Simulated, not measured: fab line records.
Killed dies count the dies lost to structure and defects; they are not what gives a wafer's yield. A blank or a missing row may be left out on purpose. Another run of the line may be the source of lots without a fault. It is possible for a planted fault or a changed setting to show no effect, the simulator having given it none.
A lot that was struck, set against a sound lot | flow gf180mcu | 15 out of 602 route steps
Sound: wafers L166.2, L166.5, L166.6. Struck: wafers L168.1, L168.4, L168.6. The cause is named last.
At each step with rows: each side's tool, then ch and its chambers, then its first start. Under that, the readings that differ: sound wafers | struck wafers | difference of the means | sigmas: that difference in standard deviations of wafers without a fault.
alike: words and numbers the same on both sides, and readings whose means are apart by under 2 such deviations; not compared: readings that were withheld, readings missing a value for some wafer, numbers with overlapping values and no deviation given by the record, and bounds like >300 which may hide the same value.
The two part at a step that has a row with sigmas, a row that says differs or no value, or rows on one side only. When numbers do not overlap yet have no deviation, they are printed without sigmas and do not part them. A reading missing from all wafers of one side parts the sides only when that side holds two or more wafers.

first, 3 steps without rows for these wafers: GF_V4_EXPOSE_11 (exposes mask Via4, target cd 260 nm); GF_V4_PEB_12 (peb time 90 s); GF_V4_DEVELOP_13 (develop time 60 s).
GF_V4_CD_MEAS_14 targets a cd of 260 nm.
  sound: cd-sem-02 at day 25 01:41; struck: cd-sem-01 at day 25 22:46
  alike: cd-nm
GF_V4_OVL_MEAS_15:
  sound: overlay-02 at day 25 01:47; struck: overlay-02 at day 25 22:53
  alike: V4_OVL
GF_V4_ETCH_16: etches BARC in N2/H2.
  sound on rie-diel-02 ch 0,1, day 25 01:49; struck on rie-diel-02 ch 0,1,3, day 25 22:55
  alike: drypump-motor-current-A, oes-product-au, throttle-valve-pct
GF_V4_ETCH_17: etches SiO2 in C4F8/O2/Ar, stops on TiN, target depth 630 nm.
  sound on rie-diel-02 ch 0,1; struck on rie-diel-02 ch 0,1,3
  alike: oes-product-au
GF_V4_STRIP_18: strips in O2/N2.
  sound on plasma-asher-03 ch 0,1, day 25 01:56; struck on plasma-asher-04 ch 0, day 25 23:02
  alike: drypump-motor-current-A, heater-power-w, oes-product-au
  not compared: rf-hours-counter-h
then, 2 steps without rows for these wafers: GF_V4_STRIP_19 (strips in post etch residue remover, time 1200 s); GF_V4_CLEAN_20 (cleans in DIW).
GF_V4_SPUTTER_21: material Ti, target thk 15 nm, time 80.02 s.
  sound: pvd-sputter-03 at day 25 02:31; struck: pvd-sputter-01 at day 25 23:34
  alike: chamber-pressure-pa, throttle-valve-pct
GF_V4_SPUTTER_22: material TiN, target thk 10 nm, time 38.09 s.
  sound: pvd-sputter-03 at day 25 02:34; struck: pvd-sputter-01 at day 25 23:38
  alike: chamber-pressure-pa, throttle-valve-pct
GF_V4_CVD_23: deposits W, target thk 350 nm, time 104.9 s.
  sound on cvd-w-02 ch 0, day 25 02:39; struck on cvd-w-01 ch 0,1, day 25 23:40
  no value came back on the struck wafers for chamber-pressure-Torr (Torr), heater-power-outer-w (W), heater-power-w (W); on the sound wafers chamber-pressure-Torr (Torr) reads 40.01 39.92 40.02
GF_V4_RS_MEAS_24: uses a four-point probe to measure.
  sound: film-metro-02 at day 25 02:51; struck: film-metro-04 at day 26 00:04
  reading          | sound             | struck               | difference | sigmas
  V4_W_RS (ohm/sq) | 0.330 0.331 0.329 | 44.302 43.709 44.456 | +43.826    | +99 or more
  not compared: hold
GF_PASSIVATION_PROBE_99:
  rows exist in the record for the sound wafers here (prober-01, day 29 15:31), none for the struck ones

## WHERE THEY PART
First at GF_V4_CVD_23; last, within this record, at GF_PASSIVATION_PROBE_99.

WHY: what the simulator had put in
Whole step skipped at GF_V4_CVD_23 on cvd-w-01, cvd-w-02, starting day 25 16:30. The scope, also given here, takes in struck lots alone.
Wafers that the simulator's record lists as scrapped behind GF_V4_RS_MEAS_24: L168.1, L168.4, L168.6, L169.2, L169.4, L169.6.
